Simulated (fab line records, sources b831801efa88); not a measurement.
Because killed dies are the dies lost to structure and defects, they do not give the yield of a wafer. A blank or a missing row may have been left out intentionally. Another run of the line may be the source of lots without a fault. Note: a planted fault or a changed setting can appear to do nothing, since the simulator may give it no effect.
Matching of chambers	flow sfq-line	SFQ_TRILAYER_I4_VIA_ETCH_VIA_ETCH_106 on rie-diel-03: 4 sister chambers
The step etches SiO2 in CHF3, stops on Nb, target depth 260 nm. 4 wafers are shown with their chamber, then 7 later ones without.

## WAFERS WITH THEIR CHAMBER
wafer	chamber	drypump-motor-current-A (A)
L366.3	1	5.4
L366.4	0	4.8
L373.1	3	5.8
L373.3	2	5.7

## WAFERS WHOSE CHAMBER IS MISSING
wafer	drypump-motor-current-A (A)
L373.4	5.4
L378.3	5.8
L378.5	4.8
L378.6	5.8
L384.1	5.7
L384.3	4.8
L384.5	5.9

## WHICH CHAMBER EACH WENT THROUGH
wafer	from the rows above	in truth
L373.4	1	1
L378.3	3	3
L378.5	0	0
L378.6	3	3
L384.1	2	2
L384.3	0	0
L384.5	3	3
Correct placement for 7 of the 7. Not placeable from these rows: 0. Placed wrongly: 0.
How it was worked out, from the rows above alone: a wafer's distance from a chamber is the root of the sum, over the readings, of the square of ((its reading less the chamber's mean) divided by the reading's scatter). The wafer belongs to the nearest chamber; if the next one is less than 2 further off, it can't be placed. For every chamber, the mean is computed from those of its wafers that are shown. The scatter: with one shown wafer a chamber, the root of the mean of the squares of how far each hidden wafer lies from its nearest shown one.
